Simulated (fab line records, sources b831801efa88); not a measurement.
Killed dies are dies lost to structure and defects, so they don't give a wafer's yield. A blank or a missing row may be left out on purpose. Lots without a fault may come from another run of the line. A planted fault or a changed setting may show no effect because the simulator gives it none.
Chamber matching | flow gf180mcu | GF_STI_CMP_25 on cmp-02: 4 sister chambers
The step polishes, stops on Si3N4, t overpolish 33 s, target thk 524.6 nm. 4 wafers are shown with their chamber, then 7 later ones without.

WAFERS WITH THEIR CHAMBER
wafer  | chamber | motor_current_A (A)
L159.1 | 0       | 11.0
L159.2 | 2       | 11.5
L165.2 | 3       | 11.6
L165.4 | 1       | 11.6

WAFERS WITHOUT THEIR CHAMBER
wafer  | motor_current_A (A)
L165.5 | 11.8
L166.2 | 12.0
L166.4 | 11.4
L166.5 | 11.6
L168.1 | 11.6
L168.3 | 11.1
L168.4 | 12.4

WHICH CHAMBER EACH WENT THROUGH
wafer  | from the rows above               | in truth
L165.5 | can't be placed: 1 or 3 or 2 or 0 | 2
L166.2 | can't be placed: 1 or 3 or 2 or 0 | 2
L166.4 | can't be placed: 2 or 1 or 3 or 0 | 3
L166.5 | can't be placed: 1 or 3 or 2 or 0 | 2
L168.1 | can't be placed: 1 or 3 or 2 or 0 | 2
L168.3 | can't be placed: 0 or 2 or 1 or 3 | 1
L168.4 | can't be placed: 1 or 3 or 2 or 0 | 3
Placed correctly: 0 of 7. Can't be placed from these rows: 7 (the true chamber is among the candidates in 7). Placed wrongly: 0.
How it was worked out, from the rows above alone: a wafer's distance from a chamber is the root of the sum, over the readings, of the square of ((its reading less the chamber's mean) divided by the reading's scatter). The wafer belongs to the nearest chamber; if the next one is less than 2 further off, it can't be placed. A chamber's mean is the mean of its shown wafers. The scatter: with one shown wafer a chamber, the root of the mean of the squares of how far each hidden wafer lies from its nearest shown one.
